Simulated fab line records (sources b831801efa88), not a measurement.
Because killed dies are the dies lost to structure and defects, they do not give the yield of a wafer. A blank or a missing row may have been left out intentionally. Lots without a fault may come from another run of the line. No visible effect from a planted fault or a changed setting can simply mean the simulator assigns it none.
Split-lot experiment :: flow sky130 :: 23 wafers read from 5 lots, route of 708 steps

ON THE SPLIT
At SKY_SD_N_IMPLANT_09, the setting energy-kev was moved away from the recipe's 50 on 10 of the 23 wafers read, by -2.8% to +5.5%. For the rest of the wafers, this setting stayed at what the recipe calls for.

FROM THE SPLIT TO THE READING: what the file shows between them, 4 steps
- SKY_SD_N_IMPLANT_10
- SKY_SD_N_STRIP_11: strips in O2/N2
- SKY_SD_N_CLEAN_13: cleans in SC1/SC2, time 150 s
- SKY_SD_N_RTA_14: time 2 s

THE READING
SD_N_RS, in ohm/sq, at SKY_SD_N_RS_MEAS_16 (measures by four-point-probe). Typical for fault-free wafers on this fab line: 68.57 ohm/sq, with standard deviation 0.12 ohm/sq.

wafer: L077.1
tool, chamber at the split: implanter-04, 0
energy-kev as run: 48.59
against the recipe: -2.8%
SD_N_RS, ohm/sq: 69.48
against lot-mates on the recipe: +1.04

wafer: L077.2
tool, chamber at the split: implanter-04, 0
energy-kev as run: 50
against the recipe: recipe
SD_N_RS, ohm/sq: 68.47
against lot-mates on the recipe: -

wafer: L077.3
tool, chamber at the split: implanter-04, 0
energy-kev as run: 48.59
against the recipe: -2.8%
SD_N_RS, ohm/sq: 69.46
against lot-mates on the recipe: +1.02

wafer: L077.4
tool, chamber at the split: implanter-04, 0
energy-kev as run: 50
against the recipe: recipe
SD_N_RS, ohm/sq: 68.30
against lot-mates on the recipe: -

wafer: L077.6
tool, chamber at the split: implanter-04, 0
energy-kev as run: 50
against the recipe: recipe
SD_N_RS, ohm/sq: 68.55
against lot-mates on the recipe: -

wafer: L074.1
tool, chamber at the split: implanter-01, 0
energy-kev as run: 50
against the recipe: recipe
SD_N_RS, ohm/sq: 68.53
against lot-mates on the recipe: -

wafer: L074.4
tool, chamber at the split: implanter-01, 0
energy-kev as run: 50
against the recipe: recipe
SD_N_RS, ohm/sq: 68.55
against lot-mates on the recipe: -

wafer: L074.5
tool, chamber at the split: implanter-01, 0
energy-kev as run: 50
against the recipe: recipe
SD_N_RS, ohm/sq: 68.61
against lot-mates on the recipe: -

wafer: L078.1
tool, chamber at the split: implanter-01, 0
energy-kev as run: 50
against the recipe: recipe
SD_N_RS, ohm/sq: 68.52
against lot-mates on the recipe: -

wafer: L078.2
tool, chamber at the split: implanter-01, 0
energy-kev as run: 50.83
against the recipe: +1.7%
SD_N_RS, ohm/sq: 67.83
against lot-mates on the recipe: -0.67

wafer: L078.3
tool, chamber at the split: implanter-01, 0
energy-kev as run: 50.83
against the recipe: +1.7%
SD_N_RS, ohm/sq: 68.07
against lot-mates on the recipe: -0.43

wafer: L078.4
tool, chamber at the split: implanter-01, 0
energy-kev as run: 50
against the recipe: recipe
SD_N_RS, ohm/sq: 68.48
against lot-mates on the recipe: -

wafer: L078.5
tool, chamber at the split: implanter-01, 0
energy-kev as run: 50.83
against the recipe: +1.7%
SD_N_RS, ohm/sq: 67.99
against lot-mates on the recipe: -0.51

wafer: L082.1
tool, chamber at the split: implanter-04, 0
energy-kev as run: 50
against the recipe: recipe
SD_N_RS, ohm/sq: 68.54
against lot-mates on the recipe: -

wafer: L082.2
tool, chamber at the split: implanter-04, 0
energy-kev as run: 52.74
against the recipe: +5.5%
SD_N_RS, ohm/sq: 66.57
against lot-mates on the recipe: -2.01

wafer: L082.3
tool, chamber at the split: implanter-04, 0
energy-kev as run: 52.74
against the recipe: +5.5%
SD_N_RS, ohm/sq: 66.70
against lot-mates on the recipe: -1.88

wafer: L082.4
tool, chamber at the split: implanter-04, 0
energy-kev as run: 50
against the recipe: recipe
SD_N_RS, ohm/sq: 68.44
against lot-mates on the recipe: -

wafer: L082.5
tool, chamber at the split: implanter-04, 0
energy-kev as run: 50
against the recipe: recipe
SD_N_RS, ohm/sq: 68.75
against lot-mates on the recipe: -

wafer: L083.1
tool, chamber at the split: implanter-01, 0
energy-kev as run: 50
against the recipe: recipe
SD_N_RS, ohm/sq: 68.71
against lot-mates on the recipe: -

wafer: L083.2
tool, chamber at the split: implanter-01, 0
energy-kev as run: 49.21
against the recipe: -1.6%
SD_N_RS, ohm/sq: 69.32
against lot-mates on the recipe: +0.69

wafer: L083.4
tool, chamber at the split: implanter-01, 0
energy-kev as run: 50
against the recipe: recipe
SD_N_RS, ohm/sq: 68.56
against lot-mates on the recipe: -

wafer: L083.5
tool, chamber at the split: implanter-01, 0
energy-kev as run: 49.21
against the recipe: -1.6%
SD_N_RS, ohm/sq: 69.12
against lot-mates on the recipe: +0.49

wafer: L083.6
tool, chamber at the split: implanter-01, 0
energy-kev as run: 49.21
against the recipe: -1.6%
SD_N_RS, ohm/sq: 69.09
against lot-mates on the recipe: +0.46

THE FIT
A straight line over all 23 wafers: SD_N_RS changes by -0.349 ohm/sq for each +1% of energy-kev; r = -0.99; the points scatter about the line by 0.11 ohm/sq.
The same after taking each lot's own level away (the mean of its wafers on the recipe; 23 wafers): -0.353 ohm/sq for each +1%; r = -0.99; scatter 0.092 ohm/sq.
The reading moves by 1.9 ohm/sq for the largest change in energy-kev, on that fit.
Across the lots, their own levels run from 68.440 to 68.635 ohm/sq, a range of 1.6 times the standard deviation given above.
So the lot-to-lot level changes the slope little: the two slopes agree.
Check: -1.88 ohm/sq against its lot-mates is what the line predicts for one of the wafers moved furthest among these (+5.5%) when that wafer is left out of the fit. It came out at -2.01 ohm/sq against them.

THE WHOLE CHAIN: every reading that the file lists as answering this split, in the file's order
step: SKY_SD_N_IMPLANT_09
what it does: 
reading: implant.rp-nm (the simulator's own value, which no gauge read)
change (the file's fit): +0.259 nm for each +1% of the setting
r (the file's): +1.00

step: SKY_SD_N_IMPLANT_09
what it does: 
reading: implant.drp-nm (the simulator's own value, which no gauge read)
change (the file's fit): +0.106 nm for each +1% of the setting
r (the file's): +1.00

step: SKY_SD_N_RS_MEAS_16
what it does: measures by four-point-probe
reading: SD_N_RS
change (the file's fit): -0.354 for each +1% of the setting
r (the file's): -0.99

step: SKY_SD_N_STRIP_11
what it does: strips in O2/N2
reading: strip-time-to-endpoint-s
change (the file's fit): withheld for each +1% of the setting, in a fit together with resist-thk-nm@SD_N_COAT_02
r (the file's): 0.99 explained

THE FILE'S OWN FIT
SD_N_RS changes by -0.354 ohm/sq for each +1% of energy-kev, r = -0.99.
